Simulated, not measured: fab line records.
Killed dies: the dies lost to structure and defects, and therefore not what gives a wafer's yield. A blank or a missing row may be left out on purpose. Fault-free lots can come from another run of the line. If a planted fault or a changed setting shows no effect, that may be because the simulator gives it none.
fab line records	flow sky130
record lots=13	wafers=39	lastDay=50
route steps=708 shown METAL1@438 VIA1@460 PAD_OPEN@708
lots that met no fault: from a run of the same line without faults
startH: the number of hours between the record's first day and the start of the first shown wafer of the lot	waitH: hours since the lot's step before	" as in the row above	L1.1+2: a single row standing in for several wafers	- no value, or no start was given	* or withheld: withheld	< > ~ a bound
route shown NAME@n: a module of which the file shows steps, and the number in the route of the first	usual: mean/standard deviation of fault-free wafers	same: alike in all rows	chamber/n: place in a boat	sites: readings site by site	_std_site: their standard deviation	_edge_site: inner sites' mean taken away from outer sites' mean	radiusMm: how far each site lies from the wafer's centre	mask NAME#n: copy n	behind: the last tool/chamber to shape the wafer	hold: cause of the lot's hold/its duration in hours/its outcome	device: the transistor (n, p or np) that didn't switch	end of line: tests of these same wafers at the route's end	a step given without rows: its recipe and nothing more	killed: the dies lost at the first sort to structure and to defects; this is not the yield of the wafer	map: a wafer's dies, x killed, . not, _ none there
set.NAME: the setting as run; set.NAME@STEP: as run at that earlier step	model.NAME: the simulator's own value behind a step, which no gauge read
the route's steps for a sample of lots (tables are steps, rows are wafers)
services: from which hour (startH, from the record's first day; less than 0 if before it) a tool's chamber was out of use, for how many hours, and why
## steps
# step SKY_METAL1_SPUTTER_04
# recipe material=TiN	targetThkNm=70	powerW=6500	timeS=56.19	chamberPressurePa=0.4
# usual throttleValvePct=29.5/1.1
lot.wafer	tool	chamber	startH	waitH	throttleValvePct
L648.1	pvdSputter-02	-	738.11	0.0	28.0
L648.3	"	-	"	"	28.9
L648.5	"	-	"	"	28.3
L649.2	pvdSputter-03	-	742.92	0.0	28.6
L649.3	"	-	"	"	30.1
L649.6	"	-	"	"	29.7
L650.1	pvdSputter-03	-	759.00	0.0	28.5
L650.2	"	-	"	"	29.7
L650.6	"	-	"	"	30.2
L652.1	pvdSputter-01	-	776.88	0.0	31.5
L652.2	"	-	"	"	29.3
L652.3	"	-	"	"	31.2
L653.1	pvdSputter-03	-	794.98	0.0	29.7
L653.2	"	-	"	"	30.1
L653.6	"	-	"	"	28.0
L654.3	pvdSputter-01	-	797.59	0.0	31.4
L654.4	"	-	"	"	29.4
L654.5	"	-	"	"	28.9
L655.3	pvdSputter-02	-	798.24	0.0	28.7
L655.4	"	-	"	"	30.6
L655.6	"	-	"	"	30.5
L656.1	pvdSputter-02	-	807.98	0.0	30.4
L656.2	"	-	"	"	28.3
L656.3	"	-	"	"	30.8
L657.1	pvdSputter-03	-	813.61	0.0	30.3
L657.3	"	-	"	"	29.5
L657.6	"	-	"	"	30.1
L659.1	pvdSputter-03	-	834.97	0.0	28.6
L659.5	"	-	"	"	27.9
L659.6	"	-	"	"	30.3
L660.2	pvdSputter-01	-	852.09	0.0	31.3
L660.4	"	-	"	"	31.1
L660.5	"	-	"	"	31.1
L666.1	pvdSputter-01	-	882.74	0.0	29.2
L666.4	"	-	"	"	31.3
L666.5	"	-	"	"	31.1
L669.2	pvdSputter-01	-	905.00	0.0	31.3
L669.3	"	-	"	"	31.1
L669.4	"	-	"	"	28.6
# step SKY_VIA1_CMP_02
# recipe material=SiO2	downForcePsi=4	platenRpm=60	padVelocityMS=0.94248
# usual motorCurrentA=12.1/1
lot.wafer	tool	chamber	startH	waitH	motorCurrentA
L648.1	cmp-01	3	765.33	0.1	12.8
L648.3	"	0	"	"	10.4
L648.5	"	2	"	"	12.5
L649.3	cmp-01	1	770.73	0.1	11.5
L649.2	"	2	"	"	12.8
L649.6	"	3	"	"	13.3
L650.2	cmp-01	0	786.80	0.1	9.9
L650.1	"	2	"	"	12.2
L650.6	"	0	"	"	10.2
L652.1	cmp-01	0	804.99	0.1	10.6
L652.2	"	1	"	"	11.0
L652.3	"	3	"	"	13.3
L653.2	cmp-02	2	823.33	0.1	11.4
L653.1	"	3	"	"	12.8
L653.6	"	1	"	"	13.1
L654.4	cmp-01	0	825.63	0.0	10.2
L654.3	"	1	"	"	11.2
L654.5	"	1	"	"	11.5
L655.4	cmp-02	1	826.03	0.1	13.1
L655.3	"	3	"	"	13.1
L655.6	"	0	"	"	13.2
L656.3	cmp-01	0	835.79	0.1	10.3
L656.2	"	1	"	"	11.5
L656.1	"	2	"	"	12.5
L657.3	cmp-01	1	848.61	0.1	11.9
L657.1	"	2	"	"	11.7
L657.6	"	1	"	"	11.3
L659.1	cmp-01	3	858.47	0.1	13.4
L659.6	"	1	"	"	11.5
L659.5	"	2	"	"	11.7
L660.4	cmp-01	0	879.18	0.0	10.0
L660.2	"	2	"	"	11.8
L660.5	"	1	"	"	11.9
L666.4	cmp-02	0	909.82	0.0	12.7
L666.1	"	1	"	"	12.4
L666.5	"	0	"	"	13.2
L669.3	cmp-02	1	930.52	0.0	12.6
L669.4	"	3	"	"	12.7
L669.2	"	0	"	"	13.6
# step SKY_VIA1_CD_MEAS_12
# recipe targetCdNm=150
# usual cdNm=149.5/1.4
lot.wafer	tool	chamber	startH	waitH	cdNm
L648.1	cdSem-02	-	792.31	-	150.4
L648.3	"	-	"	"	150.0
L648.5	"	-	"	"	149.3
L649.2	cdSem-02	-	797.58	-	150.0
L649.3	"	-	"	"	150.2
L649.6	"	-	"	"	150.5
L650.1	cdSem-02	-	814.02	-	150.8
L650.2	"	-	"	"	149.6
L650.6	"	-	"	"	149.4
L652.1	cdSem-02	-	831.47	-	148.8
L652.2	"	-	"	"	147.9
L652.3	"	-	"	"	148.8
L653.1	cdSem-01	-	850.62	-	147.5
L653.2	"	-	"	"	147.9
L653.6	"	-	"	"	149.3
L654.3	cdSem-02	-	851.61	-	150.3
L654.4	"	-	"	"	149.7
L654.5	"	-	"	"	151.1
L655.3	cdSem-01	-	851.75	-	151.6
L655.4	"	-	"	"	148.2
L655.6	"	-	"	"	147.3
L656.1	cdSem-02	-	858.12	-	150.6
L656.2	"	-	"	"	149.7
L656.3	"	-	"	"	151.4
L657.1	cdSem-01	-	874.16	-	148.4
L657.3	"	-	"	"	151.4
L657.6	"	-	"	"	148.7
L659.1	cdSem-01	-	883.92	-	147.2
L659.5	"	-	"	"	146.8
L659.6	"	-	"	"	148.2
L660.2	cdSem-02	-	905.18	-	147.8
L660.4	"	-	"	"	148.1
L660.5	"	-	"	"	147.8
L666.1	cdSem-02	-	934.65	-	149.7
L666.4	"	-	"	"	149.3
L666.5	"	-	"	"	149.0
L669.2	cdSem-02	-	955.09	-	150.2
L669.3	"	-	"	"	146.9
L669.4	"	-	"	"	148.1
# step SKY_VIA1_ETCH_15
# recipe target=SiO2	chemistry=C4F8/O2/Ar	targetDepthNm=351	stopOn=TiN	maskMaterial=KrF-thick	sourceW=1500	biasW=1200	pressureMtorr=40	c4f8FlowSccm=withheld	O2_flow_sccm=6	Ar_flow_sccm=300	timeS=54
# usual oesProductAu=0.974/0.006
lot.wafer	tool	chamber	startH	waitH	oesProductAu	rfHoursCounterH
L648.1	rieDiel-01	0	792.51	0.0	0.970	6
L648.3	"	3	"	"	0.978	6
L648.5	"	2	"	"	0.973	-
L649.2	rieDiel-01	3	797.76	0.0	0.980	6
L649.3	"	2	"	"	0.976	17
L649.6	"	1	"	"	0.981	-
L650.1	rieDiel-03	3	814.21	0.0	0.976	12
L650.2	"	2	"	"	0.975	4
L650.6	"	3	"	"	0.970	-
L652.1	rieDiel-01	3	831.67	0.0	0.975	7
L652.2	"	1	"	"	0.974	2
L652.3	"	2	"	"	0.978	18
L653.1	rieDiel-01	1	850.82	0.0	0.977	3
L653.2	"	2	"	"	0.975	19
L653.6	"	0	"	"	0.961	-
L654.3	rieDiel-03	2	851.77	0.0	0.968	6
L654.4	"	0	"	"	0.974	12
L654.5	"	1	"	"	0.967	-
L655.3	rieDiel-02	2	851.91	0.0	0.972	25
L655.4	"	0	"	"	0.980	-
L655.6	"	3	"	"	0.978	-
L656.1	rieDiel-03	1	858.32	0.0	0.980	10
L656.2	"	3	"	"	0.971	13
L656.3	"	0	"	"	0.975	12
L657.1	rieDiel-03	1	874.36	0.0	0.974	10
L657.3	"	0	"	"	0.979	12
L657.6	"	2	"	"	0.970	-
L659.1	rieDiel-01	3	884.12	0.0	0.978	9
L659.5	"	3	"	"	0.972	-
L659.6	"	2	"	"	0.973	-
L660.2	rieDiel-01	0	905.36	0.0	0.976	9
L660.4	"	3	"	"	0.998	9
L660.5	"	2	"	"	1.008	-
L666.1	rieDiel-03	0	934.85	0.0	0.977	14
L666.4	"	2	"	"	0.972	8
L666.5	"	2	"	"	0.977	-
L669.2	rieDiel-03	1	955.27	0.0	0.977	12
L669.3	"	0	"	"	0.979	14
L669.4	"	2	"	"	0.972	8
# step SKY_VIA1_THK_MEAS_23
# recipe thkMeasGauge=xrf	reads=W_of_VIA1_CVD_21
# usual VIA1_W_THK=273/3.8
lot.wafer	tool	chamber	startH	waitH	VIA1_W_THK[nm]
L648.1	filmMetro-01	-	793.54	0.1	274
L648.3	"	-	"	"	271
L648.5	"	-	"	"	271
L649.2	filmMetro-03	-	798.68	0.1	271
L649.3	"	-	"	"	273
L649.6	"	-	"	"	269
L650.1	filmMetro-03	-	815.13	0.1	276
L650.2	"	-	"	"	271
L650.6	"	-	"	"	271
L652.1	filmMetro-01	-	832.62	0.1	272
L652.2	"	-	"	"	266
L652.3	"	-	"	"	270
L653.1	filmMetro-03	-	851.87	0.1	280
L653.2	"	-	"	"	276
L653.6	"	-	"	"	271
L654.3	filmMetro-01	-	852.71	0.1	277
L654.4	"	-	"	"	272
L654.5	"	-	"	"	272
L655.3	filmMetro-02	-	852.84	0.1	274
L655.4	"	-	"	"	275
L655.6	"	-	"	"	270
L656.1	filmMetro-03	-	859.33	0.1	280
L656.2	"	-	"	"	276
L656.3	"	-	"	"	275
L657.1	filmMetro-01	-	875.27	0.1	264
L657.3	"	-	"	"	268
L657.6	"	-	"	"	262
L659.1	filmMetro-03	-	885.03	0.1	271
L659.5	"	-	"	"	273
L659.6	"	-	"	"	271
L660.2	filmMetro-01	-	906.37	0.1	274
L660.4	"	-	"	"	271
L660.5	"	-	"	"	280
L666.1	filmMetro-01	-	935.80	0.1	269
L666.4	"	-	"	"	272
L666.5	"	-	"	"	270
L669.2	filmMetro-02	-	956.19	0.1	270
L669.3	"	-	"	"	275
L669.4	"	-	"	"	270
# step SKY_PAD_OPEN_PROBE_99
# usual defectLimitedYield=82.4/1.9	killed_at_M0_to_M3=44/6.5	killed_at_M4_up=3.0/1.5	killedAtContacts=25/5.1	killedAtFrontEnd=14/4.1	killedAtOther=0.3/0.57	killedDies=87/9.5	killedOpen=48/6.8	killedShort=39/6.2
# same grossDies=492	killedAtBackSide=0
lot.wafer	tool	chamber	startH	waitH	defectLimitedYield[%]	killed_at_M0_to_M3	killed_at_M4_up	killedAtContacts	killedAtFrontEnd	killedAtOther	killedDies	killedOpen	killedShort
L648.1	prober-02	-	1076.15	0.1	85.0	38	1	21	12	2	74	37	37
L648.3	prober-02	-	1076.25	0.2	84.6	41	4	20	11	0	76	39	37
L648.5	prober-02	-	1076.35	0.2	83.5	35	6	29	11	0	81	46	35
L649.2	prober-01	-	1079.04	0.1	80.9	54	1	29	10	0	94	49	45
L649.3	prober-01	-	1079.09	0.2	84.8	38	3	27	7	0	75	45	30
L649.6	prober-01	-	1079.24	0.2	79.7	53	3	24	19	1	100	57	43
L650.1	prober-01	-	1097.15	0.1	78.9	53	3	27	20	1	104	54	49
L650.2	prober-01	-	1097.20	0.1	81.5	53	4	22	12	0	91	58	33
L650.6	prober-01	-	1097.40	0.2	84.8	31	3	25	15	1	75	43	32
L652.1	prober-02	-	1104.67	0.1	82.9	41	3	30	10	0	84	48	36
L652.2	prober-02	-	1104.72	0.1	81.9	48	3	25	12	1	89	47	41
L652.3	prober-02	-	1104.77	0.2	82.5	43	3	25	14	1	86	52	34
L653.1	prober-02	-	1122.39	0.1	81.3	50	1	23	18	0	92	54	38
L653.2	prober-02	-	1122.44	0.1	81.9	50	0	27	12	0	89	61	28
L653.6	prober-02	-	1122.64	0.2	81.9	43	5	25	16	0	89	46	43
L654.3	prober-01	-	1122.47	0.2	81.5	42	3	24	22	0	91	56	35
L654.4	prober-01	-	1122.52	0.2	81.1	50	3	25	14	1	93	47	45
L654.5	prober-01	-	1122.57	0.2	76.8	60	6	28	20	0	114	56	57
L655.3	prober-01	-	1123.97	0.2	79.5	56	4	24	16	1	101	52	47
L655.4	prober-01	-	1124.02	0.2	83.3	44	3	22	13	0	82	45	37
L655.6	prober-01	-	1124.12	0.2	81.9	51	3	24	11	0	89	44	45
L656.1	prober-02	-	1129.64	0.1	85.6	40	1	19	11	0	71	40	31
L656.2	prober-02	-	1129.69	0.1	82.9	42	4	29	9	0	84	44	40
L656.3	prober-02	-	1129.74	0.2	80.3	43	5	35	14	0	97	58	39
L657.1	prober-01	-	1136.53	0.1	85.2	34	2	26	11	0	73	36	37
L657.3	prober-01	-	1136.63	0.2	83.7	46	6	17	10	1	80	43	37
L657.6	prober-01	-	1136.78	0.2	82.5	44	2	25	15	0	86	45	41
L659.1	prober-01	-	1148.00	0.1	82.7	42	3	25	14	1	85	48	36
L659.5	prober-01	-	1148.20	0.2	83.1	41	5	21	16	0	83	46	37
L659.6	prober-01	-	1148.25	0.2	82.5	44	4	30	8	0	86	48	38
L660.2	prober-01	-	1163.51	0.1	84.6	37	4	25	9	1	76	34	41
L660.4	prober-01	-	1163.61	0.2	83.5	41	5	25	10	0	81	47	32
L660.5	prober-01	-	1163.66	0.2	82.9	39	5	21	19	0	84	38	44
L666.1	prober-01	-	1186.11	0.1	83.7	36	4	22	16	2	80	39	41
L666.4	prober-01	-	1186.26	0.2	80.9	50	4	28	12	0	94	48	46
L666.5	prober-01	-	1186.31	0.2	83.1	38	4	29	12	0	83	41	42
L669.2	prober-02	-	1196.67	0.1	83.1	46	3	23	11	0	83	40	43
L669.3	prober-02	-	1196.72	0.2	88.0	33	1	12	13	0	59	31	28
L669.4	prober-02	-	1196.77	0.2	83.5	43	3	21	14	0	81	47	34
# killed by level:class
L648.1 VIA1:geometricParticle:open=10 VIA2:geometricParticle:short=8 CONTACT:geometricParticle:open=7 LI_CONTACT:geometricParticle:open=6 CONTACT:geometricParticle:short=6 METAL1:geometricParticle:short=5 VIA3:geometricParticle:open=4 FIELD_ISO:geometricParticle:open=3
L648.3 VIA1:geometricParticle:open=10 LI_CONTACT:geometricParticle:open=9 FIELD_ISO:geometricParticle:short=7 CONTACT:geometricParticle:open=6 METAL3:geometricParticle:short=5 VIA3:geometricParticle:short=5 VIA2:geometricParticle:open=4 METAL1:geometricParticle:short=4
L648.5 CONTACT:geometricParticle:open=10 LI_CONTACT:geometricParticle:open=8 VIA1:geometricParticle:open=7 VIA2:geometricParticle:open=7 CONTACT:geometricParticle:short=5 FIELD_ISO:geometricParticle:short=4 METAL2:geometricParticle:short=4 VIA3:geometricParticle:open=4
L649.2 VIA3:geometricParticle:open=10 LOCAL_INTERCONNECT:geometricParticle:short=10 METAL1:geometricParticle:short=8 VIA1:geometricParticle:open=8 CONTACT:geometricParticle:open=7 LI_CONTACT:geometricParticle:open=6 VIA2:geometricParticle:open=6 POLY_GATE:geometricParticle:open=5
L649.3 CONTACT:geometricParticle:open=13 VIA1:geometricParticle:open=9 VIA3:geometricParticle:open=7 METAL1:geometricParticle:short=5 LI_CONTACT:geometricParticle:open=4 LOCAL_INTERCONNECT:geometricParticle:short=4 CONTACT:geometricParticle:short=4 METAL1:geometricParticle:open=3
L649.6 VIA1:geometricParticle:open=15 CONTACT:geometricParticle:open=10 VIA2:geometricParticle:open=9 METAL1:geometricParticle:short=8 LI_CONTACT:geometricParticle:open=7 FIELD_ISO:geometricParticle:short=5 VIA3:geometricParticle:open=5 FIELD_ISO:geometricParticle:open=4
L650.1 CONTACT:geometricParticle:open=14 VIA1:geometricParticle:open=9 VIA2:geometricParticle:open=9 FIELD_ISO:geometricParticle:short=8 FIELD_ISO:geometricParticle:open=7 METAL1:geometricParticle:short=6 VIA1:geometricParticle:short=6 METAL2:geometricParticle:short=6
L650.2 VIA1:geometricParticle:open=20 CONTACT:geometricParticle:open=9 VIA2:geometricParticle:open=8 LI_CONTACT:geometricParticle:open=6 METAL1:geometricParticle:short=5 FIELD_ISO:geometricParticle:short=4 VIA3:geometricParticle:open=4 VIA2:geometricParticle:short=4
L650.6 CONTACT:geometricParticle:open=10 LI_CONTACT:geometricParticle:open=5 VIA1:geometricParticle:open=5 FIELD_ISO:geometricParticle:short=4 POLY_GATE:geometricParticle:open=4 VIA2:geometricParticle:open=4 CONTACT:geometricParticle:short=4 VIA1:geometricParticle:short=4
L652.1 CONTACT:geometricParticle:open=11 VIA2:geometricParticle:open=10 LI_CONTACT:geometricParticle:open=8 CONTACT:geometricParticle:short=7 VIA1:geometricParticle:short=7 VIA1:geometricParticle:open=5 VIA3:geometricParticle:open=5 METAL2:geometricParticle:short=4
L652.2 VIA1:geometricParticle:open=9 LI_CONTACT:geometricParticle:open=8 METAL1:geometricParticle:short=8 CONTACT:geometricParticle:open=8 VIA2:geometricParticle:open=8 FIELD_ISO:geometricParticle:short=6 VIA3:geometricParticle:open=6 VIA1:geometricParticle:short=5
L652.3 VIA1:geometricParticle:open=12 LI_CONTACT:geometricParticle:open=10 CONTACT:geometricParticle:open=9 VIA2:geometricParticle:open=6 METAL2:geometricParticle:short=5 VIA1:geometricParticle:short=4 VIA2:geometricParticle:short=4 VIA3:geometricParticle:open=3
L653.1 VIA1:geometricParticle:open=14 CONTACT:geometricParticle:open=12 VIA1:geometricParticle:short=10 LI_CONTACT:geometricParticle:open=7 METAL2:geometricParticle:short=7 FIELD_ISO:geometricParticle:open=6 POLY_GATE:geometricParticle:short=6 VIA2:geometricParticle:open=6
L653.2 VIA1:geometricParticle:open=17 CONTACT:geometricParticle:open=11 VIA2:geometricParticle:open=9 VIA3:geometricParticle:open=7 LI_CONTACT:geometricParticle:open=6 CONTACT:geometricParticle:short=5 VIA1:geometricParticle:short=4 METAL2:geometricParticle:short=4
L654.3 VIA1:geometricParticle:short=8 VIA1:geometricParticle:open=8 VIA2:geometricParticle:open=8 FIELD_ISO:geometricParticle:open=7 LI_CONTACT:geometricParticle:open=7 CONTACT:geometricParticle:open=7 POLY_GATE:geometricParticle:open=5 VIA3:geometricParticle:open=5
L654.4 VIA3:geometricParticle:open=9 CONTACT:geometricParticle:open=9 METAL1:geometricParticle:short=9 VIA1:geometricParticle:open=9 CONTACT:geometricParticle:short=7 LI_CONTACT:geometricParticle:open=5 VIA2:geometricParticle:open=5 VIA2:geometricParticle:short=5
L654.5 VIA2:geometricParticle:open=10 CONTACT:geometricParticle:open=8 VIA3:geometricParticle:open=8 LI_CONTACT:geometricParticle:open=7 CONTACT:geometricParticle:short=7 VIA1:geometricParticle:short=7 VIA1:geometricParticle:open=7 METAL2:geometricParticle:short=7
L653.6 VIA1:geometricParticle:open=13 LI_CONTACT:geometricParticle:open=8 CONTACT:geometricParticle:open=8 CONTACT:geometricParticle:short=6 METAL2:geometricParticle:short=6 VIA1:geometricParticle:short=6 POLY_GATE:geometricParticle:open=5 VIA2:geometricParticle:open=4
L655.3 VIA3:geometricParticle:open=9 VIA2:geometricParticle:short=8 VIA2:geometricParticle:open=7 VIA1:geometricParticle:open=7 LI_CONTACT:geometricParticle:open=6 LOCAL_INTERCONNECT:geometricParticle:short=6 CONTACT:geometricParticle:open=6 METAL1:geometricParticle:short=6
L655.4 VIA1:geometricParticle:open=11 CONTACT:geometricParticle:open=8 FIELD_ISO:geometricParticle:short=7 CONTACT:geometricParticle:short=6 VIA3:geometricParticle:open=6 VIA1:geometricParticle:short=6 VIA2:geometricParticle:open=6 LI_CONTACT:geometricParticle:open=5
L655.6 CONTACT:geometricParticle:open=12 METAL2:geometricParticle:short=10 VIA1:geometricParticle:open=9 METAL1:geometricParticle:short=7 LI_CONTACT:geometricParticle:open=6 VIA1:geometricParticle:short=6 VIA3:geometricParticle:open=6 CONTACT:geometricParticle:short=4
L656.1 VIA2:geometricParticle:open=10 VIA1:geometricParticle:open=8 VIA3:geometricParticle:open=7 CONTACT:geometricParticle:short=5 CONTACT:geometricParticle:open=5 LI_CONTACT:geometricParticle:open=4 FIELD_ISO:geometricParticle:short=3 LOCAL_INTERCONNECT:geometricParticle:short=3
L656.2 CONTACT:geometricParticle:open=10 VIA1:geometricParticle:open=9 VIA2:geometricParticle:open=7 METAL1:geometricParticle:short=7 LI_CONTACT:geometricParticle:short=6 LI_CONTACT:geometricParticle:open=6 VIA2:geometricParticle:short=5 VIA3:geometricParticle:open=5
L656.3 CONTACT:geometricParticle:open=14 VIA1:geometricParticle:open=11 LI_CONTACT:geometricParticle:open=10 VIA2:geometricParticle:open=8 LOCAL_INTERCONNECT:geometricParticle:short=5 VIA1:geometricParticle:short=5 LI_CONTACT:geometricParticle:short=4 METAL2:geometricParticle:short=4
L657.1 LI_CONTACT:geometricParticle:open=8 LOCAL_INTERCONNECT:geometricParticle:short=7 METAL1:geometricParticle:short=7 CONTACT:geometricParticle:open=6 VIA1:geometricParticle:open=6 VIA2:geometricParticle:short=5 POLY_GATE:geometricParticle:open=4 CONTACT:geometricParticle:short=4
L657.3 VIA2:geometricParticle:open=11 VIA1:geometricParticle:open=9 METAL1:geometricParticle:short=7 METAL2:geometricParticle:short=6 CONTACT:geometricParticle:short=5 VIA1:geometricParticle:short=5 CONTACT:geometricParticle:open=4 FIELD_ISO:geometricParticle:short=3
L657.6 VIA2:geometricParticle:open=10 VIA1:geometricParticle:open=9 LI_CONTACT:geometricParticle:open=7 CONTACT:geometricParticle:open=6 METAL1:geometricParticle:short=6 VIA1:geometricParticle:short=5 VIA3:geometricParticle:open=5 LI_CONTACT:geometricParticle:short=4
L659.1 LI_CONTACT:geometricParticle:open=11 VIA1:geometricParticle:open=7 VIA3:geometricParticle:open=7 METAL1:geometricParticle:short=6 VIA3:geometricParticle:short=6 FIELD_ISO:geometricParticle:open=5 CONTACT:geometricParticle:open=5 METAL3:geometricParticle:short=5
L659.5 VIA3:geometricParticle:open=11 CONTACT:geometricParticle:short=7 LI_CONTACT:geometricParticle:open=6 METAL1:geometricParticle:short=6 CONTACT:geometricParticle:open=5 METAL1:geometricParticle:open=5 FIELD_ISO:geometricParticle:short=4 FIELD_ISO:geometricParticle:open=4
L659.6 LI_CONTACT:geometricParticle:open=12 VIA1:geometricParticle:open=9 METAL1:geometricParticle:short=8 CONTACT:geometricParticle:open=6 VIA3:geometricParticle:open=6 LI_CONTACT:geometricParticle:short=5 METAL2:geometricParticle:short=5 LOCAL_INTERCONNECT:geometricParticle:short=4
L660.2 VIA1:geometricParticle:open=11 CONTACT:geometricParticle:open=8 FIELD_ISO:geometricParticle:short=5 LI_CONTACT:geometricParticle:short=5 CONTACT:geometricParticle:short=5 VIA2:geometricParticle:open=5 VIA3:geometricParticle:open=4 LOCAL_INTERCONNECT:geometricParticle:short=4
L660.4 VIA1:geometricParticle:open=13 LI_CONTACT:geometricParticle:open=8 CONTACT:geometricParticle:open=8 LOCAL_INTERCONNECT:geometricParticle:short=5 VIA1:geometricParticle:short=5 VIA2:geometricParticle:open=5 VIA3:geometricParticle:open=4 METAL1:geometricParticle:short=4
L660.5 VIA1:geometricParticle:open=6 VIA2:geometricParticle:open=6 VIA3:geometricParticle:open=6 LI_CONTACT:geometricParticle:open=5 METAL2:geometricParticle:short=5 FIELD_ISO:geometricParticle:short=4 POLY_GATE:geometricParticle:short=4 SPACER:geometricParticle:short=4
L666.1 VIA1:geometricParticle:open=9 LOCAL_INTERCONNECT:geometricParticle:short=6 CONTACT:geometricParticle:open=6 CONTACT:geometricParticle:short=5 VIA3:geometricParticle:open=5 FIELD_ISO:geometricParticle:open=4 LI_CONTACT:geometricParticle:open=4 METAL2:geometricParticle:short=4
L666.4 VIA1:geometricParticle:open=10 METAL1:geometricParticle:short=9 VIA2:geometricParticle:open=9 CONTACT:geometricParticle:short=7 CONTACT:geometricParticle:open=7 VIA3:geometricParticle:open=7 LI_CONTACT:geometricParticle:short=5 FIELD_ISO:geometricParticle:short=4
L666.5 VIA2:geometricParticle:open=10 VIA1:geometricParticle:open=10 CONTACT:geometricParticle:short=9 LI_CONTACT:geometricParticle:open=5 LI_CONTACT:geometricParticle:short=5 LOCAL_INTERCONNECT:geometricParticle:short=5 CONTACT:geometricParticle:open=5 VIA1:geometricParticle:short=5
L669.2 VIA3:geometricParticle:open=12 CONTACT:geometricParticle:open=9 VIA1:geometricParticle:open=7 FIELD_ISO:geometricParticle:short=6 CONTACT:geometricParticle:short=6 METAL1:geometricParticle:short=5 VIA1:geometricParticle:short=5 VIA3:geometricParticle:short=5
L669.3 CONTACT:geometricParticle:open=6 FIELD_ISO:geometricParticle:short=5 VIA2:geometricParticle:open=5 VIA2:geometricParticle:short=4 METAL1:geometricParticle:open=4 VIA1:geometricParticle:open=4 METAL1:geometricParticle:short=4 METAL2:geometricParticle:short=4
L669.4 VIA1:geometricParticle:open=9 VIA2:geometricParticle:open=8 VIA3:geometricParticle:open=8 LI_CONTACT:geometricParticle:open=7 CONTACT:geometricParticle:short=6 FIELD_ISO:geometricParticle:open=5 CONTACT:geometricParticle:open=5 METAL1:geometricParticle:short=5
## services
tool	chamber	startH	hours	kind
cmp-02	-	732.75	6.9	pm
cmp-01	-	744.14	4.0	pm
rieDiel-03	2	748.33	9.4	repair
rieDiel-03	1	757.19	3.6	repair
rieDiel-01	1	760.43	2.5	repair
cmp-02	-	763.45	4.6	pm
pvdSputter-01	-	772.95	3.6	repair
rieDiel-03	-	787.91	1.1	repair
cmp-02	-	798.26	6.1	repair
cmp-02	-	801.93	0.5	repair
pvdSputter-01	-	807.42	6.8	repair
rieDiel-03	0	811.39	5.6	repair
cmp-01	-	819.60	4.5	pm
cmp-01	-	840.28	1.9	repair
cmp-02	-	857.17	2.1	repair
rieDiel-01	0	858.52	6.9	repair
rieDiel-03	0	865.09	4.3	repair
rieDiel-03	2	869.54	1.7	repair
rieDiel-03	-	869.75	2.8	pm
pvdSputter-01	-	878.72	3.2	repair
pvdSputter-03	-	892.38	5.4	repair
rieDiel-01	2	912.47	45.0	repair
pvdSputter-01	-	916.74	4.8	repair
pvdSputter-03	-	928.37	8.4	repair
## key
firstSign step=SKY_VIA1_ETCH_15	reading=oesProductAu	direction=up	sigmas=4.9	usual=0.974	struck=1.003
effect none on later readings
metAt SKY_VIA1_CMP_02
struckLots L660
struckWafers L660.4,L660.5
notActingAt SKY_METAL1_SPUTTER_04,SKY_VIA1_CD_MEAS_12,SKY_VIA1_THK_MEAS_23
onsetBetween 858.47 879.18
fault kind=processParameterDrift	tool=cmp-01	chamber=-	onsetH=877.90	steps=SKY_VIA1_CMP_02	channel=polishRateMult	offset=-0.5	shape=step	endH=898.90	scope=struckWafersOnly
